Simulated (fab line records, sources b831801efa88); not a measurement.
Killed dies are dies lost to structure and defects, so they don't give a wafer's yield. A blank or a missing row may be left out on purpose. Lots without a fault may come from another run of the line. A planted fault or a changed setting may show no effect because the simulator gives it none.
fab line records | flow gf180mcu
record lots=24 wafers=72 last_day=34
route steps=602 shown STI@23 DNWELL@40 V1@349 V2@400 M4@457
lots that met no fault: from a run of the same line without faults
start_h: hours from the record's first day to the start of the lot's first wafer shown | wait_h: hours since the lot's step before | " the same as in the row above | L1.1+2: a row that stands for several wafers | - no value, or no start given | * or withheld: withheld | < > ~ a bound
route shown NAME@n: a module of which the file shows steps, and the number in the route of the first | usual: mean/standard deviation of fault-free wafers | same: alike in all rows | chamber/n: place in a boat | sites: the reading at each site | _std_site: their standard deviation | _edge_site: outer sites' mean less inner sites' | radius_mm: how far each site lies from the wafer's centre | mask NAME#n: copy n | behind: the tool/chamber that last shaped the wafer | hold: why the lot was held/for how many hours/how that ended | device: the transistor (n, p or np) that didn't switch | end of line: the same wafers' tests at the end of the route | a step without rows: its recipe alone | killed: dies lost to structure and defects at the first sort, not the wafer's yield | map: a wafer's dies, x killed, . not, _ none there
set.NAME: the setting as run; set.NAME@STEP: as run at that earlier step | model.NAME: the simulator's own value behind a step, which no gauge read
steps of the route over a sample of lots; a table a step, a row a wafer
services: from which hour (start_h, from the record's first day; less than 0 if before it) a tool's chamber was out of use, for how many hours, and why
## steps
# step GF_STI_THK_MEAS_22
# recipe reads=SiO2_of_STI_OXIDATION_21
# usual STI_OXIDATION_01_THK=14.90/0.26
# columns lot.wafer tool chamber start_h wait_h STI_OXIDATION_01_THK[nm]
L074.1 film_metro-03 - 34.34 0.0 15.29
L074.3 " - " " 15.28
L074.6 " - " " 15.16
L075.4 film_metro-02 - 34.37 0.0 15.16
L075.5 " - " " 14.84
L075.6 " - " " 15.01
L076.1 film_metro-02 - 42.51 0.0 15.56
L076.3 " - " " 15.15
L076.4 " - " " 15.31
L077.1 film_metro-02 - 50.51 0.0 15.32
L077.5 " - " " 15.23
L077.6 " - " " 14.95
L078.1 film_metro-04 - 50.51 0.0 15.12
L078.2 " - " " 15.18
L078.4 " - " " 15.10
L079.2 film_metro-04 - 57.18 0.0 15.28
L079.4 " - " " 14.96
L079.5 " - " " 14.96
L080.1 film_metro-03 - 60.24 0.0 14.93
L080.4 " - " " 14.87
L080.5 " - " " 14.71
L081.1 film_metro-04 - 67.23 0.0 14.67
L081.2 " - " " 14.37
L081.3 " - " " 14.69
L082.3 film_metro-04 - 69.38 0.0 15.14
L082.4 " - " " 14.76
L082.6 " - " " 15.06
L083.2 film_metro-02 - 73.29 0.0 14.82
L083.4 " - " " 14.74
L083.6 " - " " 14.57
L084.2 film_metro-02 - 79.39 0.0 14.85
L084.3 " - " " 14.87
L084.5 " - " " 14.84
L085.3 film_metro-03 - 84.03 0.0 14.41
L085.4 " - " " 14.63
L085.6 " - " " 14.35
L086.2 film_metro-03 - 89.78 0.0 14.84
L086.3 " - " " 14.97
L086.4 " - " " 14.74
L087.1 film_metro-02 - 95.48 0.0 14.86
L087.4 " - " " 15.05
L087.5 " - " " 14.87
L088.1 film_metro-02 - 103.59 0.0 14.61
L088.3 " - " " 14.73
L088.6 " - " " 14.80
L089.4 film_metro-03 - 107.69 0.0 14.68
L089.5 " - " " 14.70
L089.6 " - " " 14.74
L090.1 film_metro-02 - 111.63 0.0 14.84
L090.3 " - " " 14.87
L090.5 " - " " 14.96
L091.3 film_metro-04 - 122.87 0.0 14.89
L091.5 " - " " 14.86
L091.6 " - " " 14.94
L092.1 film_metro-03 - 129.56 0.0 15.16
L092.2 " - " " 15.39
L092.6 " - " " 14.91
L093.1 film_metro-04 - 129.56 0.0 15.17
L093.2 " - " " 15.03
L093.4 " - " " 15.18
L094.2 film_metro-04 - 139.38 0.0 14.45
L094.5 " - " " 14.61
L094.6 " - " " 14.71
L095.2 film_metro-02 - 139.38 0.0 14.69
L095.4 " - " " 14.69
L095.5 " - " " 14.63
L096.1 film_metro-02 - 149.04 0.0 14.84
L096.2 " - " " 14.77
L096.6 " - " " 14.65
L097.1 film_metro-04 - 157.31 0.0 14.99
L097.2 " - " " 14.76
L097.4 " - " " 14.86
# step GF_DNWELL_STRIP_08
# recipe chemistry=O2/N2 power_w=1400 pressure_mtorr=1500 platen_temp_c=250 o2_flow_sccm=3000 n2_flow_sccm=300 overash_fraction=0.5
# usual drypump_motor_current_A=5.9/0.39 heater_power_w=305/11 oes_product_au=0.723/0.0049 strip_time_to_endpoint_s=36.99/0.094
# columns lot.wafer tool chamber start_h wait_h drypump_motor_current_A heater_power_w oes_product_au rf_hours_counter_h strip_time_to_endpoint_s
L075.4 plasma_asher-01 1 53.44 0.1 5.5 297 0.726 - 36.83
L075.5 " 0 " " 6.0 292 0.730 - 36.74
L075.6 " 1 " " 5.5 298 0.714 - 36.87
L074.1 plasma_asher-02 1 53.74 0.1 5.8 324 0.719 41 36.97
L074.3 " 1 " " 5.8 325 0.728 - 37.01
L074.6 " 0 " " 5.2 312 0.723 - 37.15
L076.1 plasma_asher-03 0 61.06 0.1 5.9 314 0.727 27 37.06
L076.3 " 0 " " 5.9 310 0.720 - 36.94
L076.4 " 1 " " 6.5 303 0.722 - 37.01
L078.1 plasma_asher-01 1 65.95 0.1 5.5 304 0.720 42 37.03
L078.2 " 0 " " 6.0 290 0.726 42 37.05
L078.4 " 0 " " 6.0 287 0.723 - 36.95
L077.1 plasma_asher-01 0 66.60 0.1 6.0 299 0.721 42 36.95
L077.5 " 1 " " 5.6 308 0.720 - 36.91
L077.6 " 0 " " 6.0 291 0.716 - 37.01
L079.2 plasma_asher-01 0 72.91 0.1 6.0 296 0.717 42 36.89
L079.4 " 1 " " 5.6 306 0.727 - 37.04
L079.5 " 0 " " 6.0 294 0.716 - 36.92
L080.1 plasma_asher-01 1 76.15 0.1 5.5 304 0.722 43 36.93
L080.4 " 1 " " 5.5 312 0.721 - 37.02
L080.5 " 0 " " 6.0 297 0.728 - 36.86
L081.1 plasma_asher-03 0 84.39 0.1 5.9 312 0.727 29 37.01
L081.2 " 1 " " 6.6 301 0.731 29 37.13
L081.3 " 1 " " 6.6 298 0.721 - 37.03
L082.3 plasma_asher-01 1 86.04 0.1 5.6 307 0.722 - 36.86
L082.4 " 0 " " 6.0 294 0.722 - 36.76
L082.6 " 0 " " 6.0 292 0.726 - 36.81
L083.2 plasma_asher-03 1 89.49 0.1 6.6 313 0.721 29 36.99
L083.4 " 0 " " 5.9 311 0.717 - 37.00
L083.6 " 0 " " 5.9 319 0.724 - 36.87
L084.2 plasma_asher-01 1 96.15 0.1 5.5 303 0.720 45 36.91
L084.3 " 1 " " 5.5 303 0.722 - 37.04
L084.5 " 0 " " 6.0 292 0.730 - 36.98
L085.3 plasma_asher-01 1 102.32 0.1 5.5 312 0.722 - 36.98
L085.4 " 0 " " 6.0 294 0.726 - 36.96
L085.6 " 0 " " 6.0 292 0.725 - 36.86
L086.2 plasma_asher-02 0 106.01 0.1 5.2 313 0.716 47 37.03
L086.3 " 0 " " 5.2 315 0.724 - 37.11
L086.4 " 1 " " 5.8 324 0.724 - 37.11
L087.1 plasma_asher-03 0 116.70 0.1 5.9 307 0.720 32 37.18
L087.4 " 1 " " 6.6 304 0.721 - 37.17
L087.5 " 0 " " 5.9 315 0.732 - 36.99
L088.1 plasma_asher-03 1 122.39 0.1 6.5 300 0.726 33 37.11
L088.3 " 1 " " 6.6 310 0.727 - 37.12
L088.6 " 1 " " 6.6 296 0.725 - 37.06
L089.4 plasma_asher-01 1 128.49 0.1 5.5 301 0.726 - 36.93
L089.5 " 1 " " 5.5 300 0.720 - 37.07
L089.6 " 0 " " 6.0 289 0.724 - 36.94
L090.1 plasma_asher-03 0 128.80 0.1 5.9 312 0.718 33 36.96
L090.3 " 1 " " 6.6 304 0.717 - 37.03
L090.5 " 0 " " 5.9 318 0.722 - 37.09
L091.3 plasma_asher-03 0 144.97 0.1 5.9 313 0.714 - 36.86
L091.5 " 0 " " 5.9 312 0.712 - 36.89
L091.6 " 1 " " 6.6 300 0.720 - 36.95
L092.1 plasma_asher-03 1 153.10 0.1 6.6 306 0.725 36 37.04
L092.2 " 0 " " 5.9 306 0.719 36 37.10
L092.6 " 1 " " 6.6 304 0.729 - 36.98
L093.1 plasma_asher-01 0 153.29 0.1 6.0 297 0.726 51 37.09
L093.2 " 1 " " 5.5 299 0.722 51 37.02
L093.4 " 0 " " 6.0 298 0.729 - 36.99
L095.2 plasma_asher-01 0 162.66 0.1 6.0 291 0.720 53 36.90
L095.4 " 1 " " 5.5 307 0.725 - 36.95
L095.5 " 0 " " 6.0 295 0.735 - 36.91
L094.2 plasma_asher-02 1 162.74 0.1 5.7 329 0.726 53 36.90
L094.5 " 1 " " 5.7 325 0.735 - 37.02
L094.6 " 0 " " 5.3 321 0.720 - 36.96
L096.1 plasma_asher-01 0 175.61 0.1 6.0 291 0.728 54 37.01
L096.2 " 1 " " 5.5 304 0.725 54 37.05
L096.6 " 1 " " 5.5 308 0.721 - 36.94
L097.1 plasma_asher-02 1 177.26 0.1 5.8 326 0.723 54 36.99
L097.2 " 0 " " 5.3 316 0.727 54 37.01
L097.4 " 1 " " 5.8 331 0.720 - 37.02
# step GF_V1_CD_MEAS_14
# recipe target_cd_nm=260
# usual cd_nm=259.7/1.3
# columns lot.wafer tool chamber start_h wait_h cd_nm
L075.4 cd_sem-01 - 420.51 0.1 260.2
L075.5 " - " " 260.7
L075.6 " - " " 260.0
L074.1 cd_sem-01 - 424.38 0.1 258.8
L074.3 " - " " 259.0
L074.6 " - " " 257.4
L076.1 cd_sem-02 - 432.48 0.1 260.3
L076.3 " - " " 259.9
L076.4 " - " " 259.4
L077.1 cd_sem-02 - 440.68 0.1 260.8
L077.5 " - " " 258.6
L077.6 " - " " 258.4
L078.1 cd_sem-02 - 443.58 0.1 259.3
L078.2 " - " " 259.0
L078.4 " - " " 258.1
L079.2 cd_sem-02 - 455.30 0.1 260.2
L079.4 " - " " 259.8
L079.5 " - " " 259.0
L080.1 cd_sem-01 - 461.05 0.1 258.9
L080.4 " - " " 259.4
L080.5 " - " " 259.4
L081.1 cd_sem-02 - 472.23 0.1 262.3
L081.2 " - " " 262.4
L081.3 " - " " 261.3
L082.3 cd_sem-02 - 480.87 0.1 259.8
L082.4 " - " " 260.6
L082.6 " - " " 260.8
L083.2 cd_sem-02 - 488.87 0.1 260.7
L083.4 " - " " 261.8
L083.6 " - " " 261.4
L084.2 cd_sem-02 - 496.77 0.1 260.7
L084.3 " - " " 260.6
L084.5 " - " " 259.5
L085.3 cd_sem-02 - 506.47 0.1 261.0
L085.4 " - " " 259.4
L085.6 " - " " 259.7
L086.2 cd_sem-01 - 507.27 0.1 260.8
L086.3 " - " " 260.7
L086.4 " - " " 260.7
L087.1 cd_sem-02 - 531.86 0.3 259.9
L087.4 " - " " 260.4
L087.5 " - " " 260.5
L088.1 cd_sem-01 - 537.43 0.1 257.5
L088.3 " - " " 257.5
L088.6 " - " " 257.5
L089.4 cd_sem-01 - 543.56 0.1 258.1
L089.5 " - " " 258.1
L089.6 " - " " 258.6
L090.1 cd_sem-01 - 551.55 0.1 257.5
L090.3 " - " " 257.6
L090.5 " - " " 257.4
L091.3 cd_sem-02 - 575.37 0.1 261.4
L091.5 " - " " 262.1
L091.6 " - " " 262.3
L092.1 cd_sem-02 - 585.05 0.1 259.7
L092.2 " - " " 259.9
L092.6 " - " " 260.4
L093.1 cd_sem-01 - 585.40 0.1 259.8
L093.2 " - " " 257.9
L093.4 " - " " 258.4
L095.2 cd_sem-02 - 596.47 0.1 257.9
L095.4 " - " " 258.5
L095.5 " - " " 260.2
L094.2 cd_sem-02 - 604.07 0.1 258.8
L094.5 " - " " 258.5
L094.6 " - " " 258.7
L096.1 cd_sem-01 - 608.98 0.1 257.8
L096.2 " - " " 259.3
L096.6 " - " " 259.8
L097.1 cd_sem-01 - 615.85 0.1 259.6
L097.2 " - " " 260.1
L097.4 " - " " 259.8
# step GF_V1_SPUTTER_21
# recipe material=Ti target_thk_nm=15 chamber_pressure_pa=5 power_w=2500 substrate_temp_c=200 time_s=80.02
# usual throttle_valve_pct=29.5/1
# same time_s=80.02
# columns lot.wafer tool chamber start_h wait_h throttle_valve_pct
L075.4 pvd_sputter-02 - 421.31 0.0 28.9
L075.5 " - " " 30.1
L075.6 " - " " 29.5
L074.1 pvd_sputter-04 - 425.20 0.0 29.6
L074.3 " - " " 29.0
L074.6 " - " " 30.8
L076.1 pvd_sputter-04 - 433.33 0.0 29.5
L076.3 " - " " 28.0
L076.4 " - " " 29.0
L077.1 pvd_sputter-03 - 441.50 0.0 27.4
L077.5 " - " " 27.3
L077.6 " - " " 30.1
L078.1 pvd_sputter-02 - 444.40 0.0 28.7
L078.2 " - " " 29.8
L078.4 " - " " 29.8
L079.2 pvd_sputter-02 - 456.10 0.0 30.2
L079.4 " - " " 29.6
L079.5 " - " " 28.9
L080.1 pvd_sputter-02 - 461.91 0.0 30.0
L080.4 " - " " 29.6
L080.5 " - " " 28.7
L081.1 pvd_sputter-04 - 473.11 0.0 29.0
L081.2 " - " " 28.2
L081.3 " - " " 30.7
L082.3 pvd_sputter-04 - 481.68 0.0 29.8
L082.4 " - " " 29.4
L082.6 " - " " 29.9
L083.2 pvd_sputter-04 - 489.67 0.0 29.0
L083.4 " - " " 30.6
L083.6 " - " " 31.0
L084.2 pvd_sputter-04 - 497.57 0.0 29.2
L084.3 " - " " 31.0
L084.5 " - " " 30.7
L085.3 pvd_sputter-04 - 507.31 0.0 28.5
L085.4 " - " " 29.2
L085.6 " - " " 28.1
L086.2 pvd_sputter-02 - 508.07 0.0 30.3
L086.3 " - " " 28.7
L086.4 " - " " 29.8
L087.1 pvd_sputter-04 - 532.67 0.0 30.6
L087.4 " - " " 28.8
L087.5 " - " " 29.0
L088.1 pvd_sputter-03 - 538.28 0.0 29.5
L088.3 " - " " 27.1
L088.6 " - " " 29.9
L089.4 pvd_sputter-03 - 544.35 0.0 30.9
L089.5 " - " " 29.9
L089.6 " - " " 31.1
L090.1 pvd_sputter-03 - 552.37 0.0 27.4
L090.3 " - " " 30.9
L090.5 " - " " 31.1
L091.3 pvd_sputter-04 - 576.18 0.0 28.9
L091.5 " - " " 30.6
L091.6 " - " " 28.3
L092.1 pvd_sputter-02 - 585.93 0.0 30.0
L092.2 " - " " 30.1
L092.6 " - " " 30.0
L093.1 pvd_sputter-04 - 586.22 0.0 28.8
L093.2 " - " " 29.8
L093.4 " - " " 28.2
L095.2 pvd_sputter-03 - 597.28 0.0 31.0
L095.4 " - " " 29.6
L095.5 " - " " 27.1
L094.2 pvd_sputter-02 - 604.87 0.0 30.2
L094.5 " - " " 30.4
L094.6 " - " " 29.7
L096.1 pvd_sputter-03 - 609.81 0.0 29.6
L096.2 " - " " 30.9
L096.6 " - " " 30.1
L097.1 pvd_sputter-03 - 616.67 0.0 29.8
L097.2 " - " " 30.0
L097.4 " - " " 31.0
# step GF_V2_STRIP_18
# recipe chemistry=O2/N2 power_w=1400 pressure_mtorr=1500 platen_temp_c=250 o2_flow_sccm=3000 n2_flow_sccm=300 overash_fraction=0.5
# usual drypump_motor_current_A=5.8/0.4 heater_power_w=306/14 oes_product_au=0.592/0.0047
# columns lot.wafer tool chamber start_h wait_h drypump_motor_current_A heater_power_w oes_product_au rf_hours_counter_h
L075.4 plasma_asher-01 1 470.50 - 5.5 296 0.593 -
L075.5 " 1 " " 5.5 279 0.603 -
L075.6 " 0 " " 6.0 309 0.590 -
L074.1 plasma_asher-01 1 474.23 - 5.5 284 0.596 5
L074.3 " 0 " " 6.0 294 0.592 -
L074.6 " 1 " " 5.6 290 0.596 -
L076.1 plasma_asher-01 0 483.23 - 6.0 304 0.591 6
L076.3 " 1 " " 5.5 287 0.597 -
L076.4 " 0 " " 6.0 310 0.601 -
L077.1 plasma_asher-01 0 492.29 - 6.0 303 0.592 7
L077.5 " 1 " " 5.5 284 0.591 -
L077.6 " 0 " " 6.0 301 0.597 -
L078.1 plasma_asher-01 0 494.08 - 6.0 299 0.602 7
L078.2 " 1 " " 5.5 292 0.591 7
L078.4 " 1 " " 5.5 283 0.592 -
L079.2 plasma_asher-02 0 505.54 - 5.3 315 0.596 91
L079.4 " 0 " " 5.3 312 0.594 -
L079.5 " 0 " " 5.2 317 0.595 -
L080.1 plasma_asher-01 1 512.97 - 5.5 283 0.588 9
L080.4 " 0 " " 6.0 302 0.597 -
L080.5 " 0 " " 6.0 296 0.590 -
L081.1 plasma_asher-02 1 522.79 - 5.8 329 0.590 93
L081.2 " 0 " " 5.2 317 0.588 93
L081.3 " 1 " " 5.8 333 0.588 -
L082.3 plasma_asher-02 0 531.42 - 5.3 307 0.590 -
L082.4 " 1 " " 5.8 331 0.588 -
L082.6 " 1 " " 5.8 329 0.590 -
L083.2 plasma_asher-03 0 538.72 - 5.9 319 0.587 72
L083.4 " 0 " " 5.9 307 0.596 -
L083.6 " 1 " " 6.6 303 0.589 -
L084.2 plasma_asher-03 0 546.18 - 5.9 309 0.591 73
L084.3 " 0 " " 5.9 315 0.593 -
L084.5 " 0 " " 5.9 315 0.592 -
L085.3 plasma_asher-02 1 555.65 - 5.8 327 0.599 -
L085.4 " 0 " " 5.3 324 0.592 -
L085.6 " 0 " " 5.3 305 0.589 -
L086.2 plasma_asher-03 0 556.57 - 5.9 316 0.587 74
L086.3 " 1 " " 6.6 308 0.588 -
L086.4 " 0 " " 5.9 304 0.591 -
L087.1 plasma_asher-03 1 580.03 - 6.6 304 0.585 76
L087.4 " 1 " " 6.5 307 0.590 -
L087.5 " 1 " " 6.6 308 0.593 -
L088.1 plasma_asher-01 1 584.98 - 5.5 283 0.595 17
L088.3 " 0 " " 6.0 299 0.588 -
L088.6 " 0 " " 6.0 307 0.589 -
L089.4 plasma_asher-01 1 590.96 - 5.5 292 0.589 -
L089.5 " 1 " " 5.5 286 0.590 -
L089.6 " 0 " " 6.0 305 0.601 -
L090.1 plasma_asher-03 1 597.03 - 6.6 301 0.593 78
L090.3 " 1 " " 6.6 303 0.593 -
L090.5 " 0 " " 5.9 312 0.600 -
L091.3 plasma_asher-02 0 620.77 - 5.2 307 0.594 -
L091.5 " 0 " " 5.2 317 0.593 -
L091.6 " 1 " " 5.8 323 0.594 -
L092.1 plasma_asher-01 1 630.58 - 5.5 278 0.592 22
L092.2 " 0 " " 6.0 297 0.587 22
L092.6 " 1 " " 5.5 282 0.590 -
L093.1 plasma_asher-02 1 631.27 - 5.8 324 0.590 104
L093.2 " 0 " " 5.2 311 0.598 104
L093.4 " 0 " " 5.2 308 0.589 -
L095.2 plasma_asher-01 0 640.74 - 6.0 308 0.598 24
L095.4 " 0 " " 6.0 304 0.595 -
L095.5 " 0 " " 6.0 303 0.595 -
L094.2 plasma_asher-03 1 649.49 - 6.5 309 0.585 84
L094.5 " 0 " " 5.9 318 0.591 -
L094.6 " 1 " " 6.6 305 0.597 -
L096.1 plasma_asher-03 1 653.67 - 6.5 297 0.599 84
L096.2 " 0 " " 5.9 316 0.586 84
L096.6 " 0 " " 5.9 307 0.596 -
L097.1 plasma_asher-03 1 658.87 - 6.6 299 0.586 85
L097.2 " 0 " " 5.9 320 0.597 85
L097.4 " 1 " " 6.6 300 0.591 -
# step GF_M4_SPUTTER_01
# recipe material=TiN target_thk_nm=30 power_w=6500 time_s=25 chamber_pressure_pa=0.4
# usual throttle_valve_pct=30.2/1.6
# same time_s=25
# columns lot.wafer tool chamber start_h wait_h throttle_valve_pct
L075.4 pvd_sputter-03 - 520.50 0.1 27.4
L075.5 " - " " 31.1
L075.6 " - " " 29.6
L074.1 pvd_sputter-03 - 525.56 0.1 31.0
L074.3 " - " " 29.9
L074.6 " - " " 29.6
L076.1 pvd_sputter-03 - 534.56 0.1 31.2
L076.3 " - " " 29.8
L076.4 " - " " 27.3
L077.1 pvd_sputter-01 - 542.59 0.1 30.9
L077.5 " - " " 30.8
L077.6 " - " " 30.0
L078.1 pvd_sputter-04 - 544.17 0.1 29.3
L078.2 " - " " 28.3
L078.4 " - " " 30.6
L079.2 pvd_sputter-01 - 555.67 0.1 32.7
L079.4 " - " " 33.1
L079.5 " - " " 32.4
L080.1 pvd_sputter-01 - 562.34 0.1 30.9
L080.4 " - " " 32.4
L080.5 " - " " 32.4
L081.1 pvd_sputter-01 - 572.51 0.1 32.5
L081.2 " - " " 29.7
L081.3 " - " " 32.9
L082.3 pvd_sputter-01 - 580.54 0.1 33.0
L082.4 " - " " 29.9
L082.6 " - " " 30.9
L083.2 pvd_sputter-03 - 587.36 0.1 31.0
L083.4 " - " " 29.8
L083.6 " - " " 27.4
L084.2 pvd_sputter-04 - 594.28 0.1 30.7
L084.3 " - " " 28.2
L084.5 " - " " 30.8
L085.3 pvd_sputter-01 - 603.91 0.1 32.4
L085.4 " - " " 30.0
L085.6 " - " " 32.5
L086.2 pvd_sputter-04 - 604.26 0.1 30.6
L086.3 " - " " 29.6
L086.4 " - " " 29.3
L087.1 pvd_sputter-01 - 627.87 0.1 30.9
L087.4 " - " " 32.8
L087.5 " - " " 29.8
L088.1 pvd_sputter-01 - 631.19 0.1 32.5
L088.3 " - " " 30.8
L088.6 " - " " 30.8
L089.4 pvd_sputter-03 - 637.15 0.1 29.8
L089.5 " - " " 27.2
L089.6 " - " " 30.0
L090.1 pvd_sputter-04 - 642.44 0.1 29.6
L090.3 " - " " 28.3
L090.5 " - " " 28.5
L091.3 pvd_sputter-01 - 665.64 0.1 30.0
L091.5 " - " " 31.0
L091.6 " - " " 30.0
L092.1 pvd_sputter-01 - 675.26 0.1 29.9
L092.2 " - " " 32.9
L092.6 " - " " 29.6
L093.1 pvd_sputter-03 - 675.69 0.1 30.1
L093.2 " - " " 31.0
L093.4 " - " " 29.5
L095.2 pvd_sputter-04 - 684.47 0.1 29.0
L095.4 " - " " 28.3
L095.5 " - " " 28.3
L094.2 pvd_sputter-03 - 691.24 0.1 27.3
L094.5 " - " " 30.1
L094.6 " - " " 27.4
L096.1 pvd_sputter-04 - 697.05 0.1 28.4
L096.2 " - " " 29.6
L096.6 " - " " 30.7
L097.1 pvd_sputter-04 - 701.89 0.1 31.0
L097.2 " - " " 28.1
L097.4 " - " " 29.6
## services
# columns tool chamber start_h hours kind
pvd_sputter-04 - 32.01 8.2 repair
plasma_asher-01 - 41.86 1.2 repair
pvd_sputter-04 - 45.04 8.7 repair
pvd_sputter-01 - 59.46 5.4 repair
pvd_sputter-03 - 91.29 4.6 repair
pvd_sputter-03 - 135.36 4.4 repair
pvd_sputter-04 - 175.12 3.9 repair
plasma_asher-03 - 196.21 4.2 repair
plasma_asher-03 - 210.44 14.3 repair
pvd_sputter-04 - 255.58 7.4 repair
pvd_sputter-04 - 292.99 2.0 repair
pvd_sputter-03 - 307.97 4.8 repair
plasma_asher-03 - 314.91 15.1 repair
plasma_asher-01 - 345.48 1.3 repair
pvd_sputter-04 - 350.51 5.1 repair
plasma_asher-03 - 351.66 5.4 repair
plasma_asher-01 - 354.45 14.6 pm
plasma_asher-01 - 373.64 1.2 repair
pvd_sputter-03 - 395.45 2.9 repair
pvd_sputter-04 - 420.84 0.6 repair
plasma_asher-01 - 421.25 9.0 pm
plasma_asher-01 - 424.41 2.3 repair
pvd_sputter-04 - 444.49 1.8 repair
plasma_asher-03 - 515.06 2.8 pm
## key
fault none
